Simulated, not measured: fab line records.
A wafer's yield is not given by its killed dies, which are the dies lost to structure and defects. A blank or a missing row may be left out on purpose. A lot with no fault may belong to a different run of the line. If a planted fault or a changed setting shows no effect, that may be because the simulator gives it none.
Matching of chambers :: flow sky130 :: SKY_CAP2M_CVD_00 on pecvd-04 has 3 sister chambers
The step deposits SiO2, target thk 15.5 nm. 6 wafers are shown with their chamber, then 7 later ones without.

== EACH WAFER AND ITS CHAMBER ==
wafer: L075.6
chamber: 1
heater_power_outer_w (W): 326
heater_power_w (W): 540

wafer: L080.4
chamber: 2
heater_power_outer_w (W): 500
heater_power_w (W): 774

wafer: L081.3
chamber: 1
heater_power_outer_w (W): 393
heater_power_w (W): 626

wafer: L081.5
chamber: 0
heater_power_outer_w (W): 358
heater_power_w (W): 653

wafer: L086.4
chamber: 0
heater_power_outer_w (W): 408
heater_power_w (W): 716

wafer: L086.5
chamber: 2
heater_power_outer_w (W): 498
heater_power_w (W): 781

== WAFERS WITHOUT THEIR CHAMBER ==
wafer: L086.6
heater_power_outer_w (W): 326
heater_power_w (W): 518

wafer: L091.1
heater_power_outer_w (W): 376
heater_power_w (W): 603

wafer: L091.2
heater_power_outer_w (W): 365
heater_power_w (W): 688

wafer: L091.4
heater_power_outer_w (W): 372
heater_power_w (W): 688

wafer: L092.3
heater_power_outer_w (W): 351
heater_power_w (W): 565

wafer: L092.5
heater_power_outer_w (W): 417
heater_power_w (W): 729

wafer: L092.6
heater_power_outer_w (W): 481
heater_power_w (W): 753

== WHICH CHAMBER EACH ONE RAN IN ==
wafer: L086.6
from the rows above: 1
in truth: 1

wafer: L091.1
from the rows above: can't be placed: 1 or 0
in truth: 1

wafer: L091.2
from the rows above: can't be placed: 0 or 1
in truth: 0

wafer: L091.4
from the rows above: 0
in truth: 0

wafer: L092.3
from the rows above: 1
in truth: 1

wafer: L092.5
from the rows above: can't be placed: 0 or 2
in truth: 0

wafer: L092.6
from the rows above: 2
in truth: 2
Correct placement for 4 of the 7. Cannot be placed on the basis of these rows: 3; the candidates contain the true chamber in 3. Wrongly placed: 0.
How it was worked out, from the rows above alone: a wafer's distance from a chamber is the root of the sum, over the readings, of the square of ((its reading less the chamber's mean) divided by the reading's scatter). If the next closest chamber is less than 2 further off than the closest, the wafer can't be placed; otherwise it belongs to the closest. A chamber's mean is the mean of its shown wafers. How the scatter is found: for the shown wafers, subtract from each reading the mean of its chamber, square and add these, divide the total by (wafers less chambers), then take the root.
